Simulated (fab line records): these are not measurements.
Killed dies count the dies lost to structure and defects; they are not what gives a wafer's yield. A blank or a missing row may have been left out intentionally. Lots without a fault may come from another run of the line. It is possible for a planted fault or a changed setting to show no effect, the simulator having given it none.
Struck lot and sound lot, side by side    flow sky130    14 steps out of a route of 708
Sound: the wafers L184.1, L184.5, L184.6. The struck wafers were L193.1, L193.3, L193.4. The cause is given at the end.
Each step with rows lists, per side, the tool, then ch with its chambers, then its first start. Under that, the readings that differ: sound wafers    struck wafers    difference of the means    sigmas: that difference in standard deviations of wafers without a fault.
alike: a reading whose means differ by less than 2 such deviations, as well as words and numbers matching on both sides. not compared: withheld readings; readings where some wafer has no value; bounds like >300 that might hide an equal value; numbers whose values overlap and for which the record gives no deviation.
A row with sigmas, a row that says differs or no value, or rows on one side alone: a step with any of these is where the two part. Non-overlapping numbers with no deviation appear without sigmas and do not part them. A reading missing from all wafers of one side parts the sides only when that side holds two or more wafers.

first, 4 steps without rows for these wafers: SKY_VIA3_STRIP_17 (strips in post etch residue remover, time 1200 s); SKY_VIA3_CLEAN_18 (cleans in IPA, time 180 s); SKY_VIA3_CLEAN_19 (cleans in O3/DIW); SKY_VIA3_SPUTTER_20 (material TiN, target thk 20 nm, time 80 s).
SKY_VIA3_CVD_21: deposits W, target thk 390 nm, time 117.31 s.
  sound on cvd-w-02 ch 0, day 41 17:13; struck on cvd-w-02 ch 0,1, day 44 09:01
  alike: heater-power-w
SKY_VIA3_RS_MEAS_22: a four-point-probe measurement.
  struck on film-metro-02, day 44 09:08; sound on film-metro-02, day 41 17:28
  alike: VIA3_W_RS
SKY_VIA3_THK_MEAS_23: measures by xrf.
  struck on film-metro-02, day 44 09:16; sound on film-metro-02, day 41 17:35
  alike: VIA3_W_THK
SKY_VIA3_CMP_24: polishes, stops on SiO2, t overpolish 20 s, target thk 0 nm.
  sound on cmp-01 ch 0,2,3, day 41 17:45; struck on cmp-02 ch 0,1,3, day 44 09:31
  alike: head-pressure-psi, motor-current-A, overpolish-run-s, time-to-endpoint-s
SKY_METAL4_SPUTTER_00: material Ti, target thk 15 nm, time 10 s.
  struck on pvd-sputter-04, day 44 09:46; sound on pvd-sputter-01, day 41 17:57
  alike: cathode-dc-power-W, throttle-valve-pct
then, 1 step without rows for these wafers: SKY_METAL4_SPUTTER_01 (material TiN, target thk 20 nm, time 16.7 s).
SKY_METAL4_SPUTTER_02: material AlCu, target thk 735 nm, time 38.4 s.
  struck on pvd-sputter-04, day 44 09:49; sound on pvd-sputter-01, day 41 18:00
  alike: cathode-dc-power-W, throttle-valve-pct
then, 1 step without rows for these wafers: SKY_METAL4_SPUTTER_03 (material Ti, target thk 5 nm, time 3.3 s).
SKY_METAL4_SPUTTER_04: material TiN, target thk 70 nm, time 58.3 s.
  struck on pvd-sputter-04, day 44 09:52; sound on pvd-sputter-01, day 41 18:03
reading                                     sound                 struck                difference  sigmas
cathode-dc-power-W (W)                      6501.0 6498.3 6500.2  7510.3 7509.8 7509.7  +1010.1     +99 or more
throttle-valve-pct (%)                      30.7 30.6 30.7        29.2 27.5 29.9        -1.8        -2
model.TiN_of_METAL4_SPUTTER_04.thk-nm (nm)  70.88 70.46 71.07     79.86 79.78 80.26     +9.16       
SKY_CAP2M_CVD_00: deposits SiO2, target thk 15.5 nm.
  sound on pecvd-01 ch 0,2, day 41 18:06; struck on pecvd-01 ch 0,1, day 44 09:55
  alike: heater-power-w

## WHERE THEY PART
SKY_METAL4_SPUTTER_04 only, going by this record. Later steps at which nothing parts them and some readings are alike: SKY_CAP2M_CVD_00.

WHY: what the simulator had put in
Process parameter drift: pvd-sputter-04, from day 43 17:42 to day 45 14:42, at SKY_METAL4_SPUTTER_04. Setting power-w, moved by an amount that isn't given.
